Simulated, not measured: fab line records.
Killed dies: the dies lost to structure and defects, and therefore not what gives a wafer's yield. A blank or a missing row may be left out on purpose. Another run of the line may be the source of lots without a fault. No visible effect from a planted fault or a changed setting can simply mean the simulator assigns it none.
Chamber matching || flow sky130 || SKY_CONTACT_CMP_04 on cmp-01: 4 sister chambers
The step polishes SiO2. 4 wafers are shown with their chamber, then 7 later ones without.

EACH WAFER AND ITS CHAMBER
{"wafer": "L898.2", "chamber": 0, "motor current A (A)": 12.9}
{"wafer": "L898.4", "chamber": 1, "motor current A (A)": 10.7}
{"wafer": "L899.3", "chamber": 3, "motor current A (A)": 12.0}
{"wafer": "L899.4", "chamber": 2, "motor current A (A)": 13.5}

WAFERS WITH NO CHAMBER GIVEN
{"wafer": "L899.5", "motor current A (A)": 11.0}
{"wafer": "L902.1", "motor current A (A)": 14.0}
{"wafer": "L902.2", "motor current A (A)": 12.0}
{"wafer": "L902.4", "motor current A (A)": 13.5}
{"wafer": "L906.1", "motor current A (A)": 13.6}
{"wafer": "L906.2", "motor current A (A)": 12.6}
{"wafer": "L906.4", "motor current A (A)": 10.9}

EACH ONE'S CHAMBER
{"wafer": "L899.5", "from the rows above": 1, "in truth": 1}
{"wafer": "L902.1", "from the rows above": 2, "in truth": 2}
{"wafer": "L902.2", "from the rows above": 3, "in truth": 3}
{"wafer": "L902.4", "from the rows above": 2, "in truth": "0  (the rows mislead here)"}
{"wafer": "L906.1", "from the rows above": 2, "in truth": 2}
{"wafer": "L906.2", "from the rows above": "can't be placed: 0 or 3", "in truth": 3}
{"wafer": "L906.4", "from the rows above": 1, "in truth": 1}
Placed correctly: 5 of 7. Can't be placed from these rows: 1 (the true chamber is among the candidates in 1). 1 placed wrongly.
How it was worked out, from the rows above alone: a wafer's distance from a chamber is the root of the sum, over the readings, of the square of ((its reading less the chamber's mean) divided by the reading's scatter). The wafer belongs to the nearest chamber; if the next one is less than 2 further off, it can't be placed. Each chamber's mean is taken over the wafers shown for it. The scatter (one wafer shown for each chamber): square how far every hidden wafer sits from the nearest shown wafer, average those squares and take the square root.
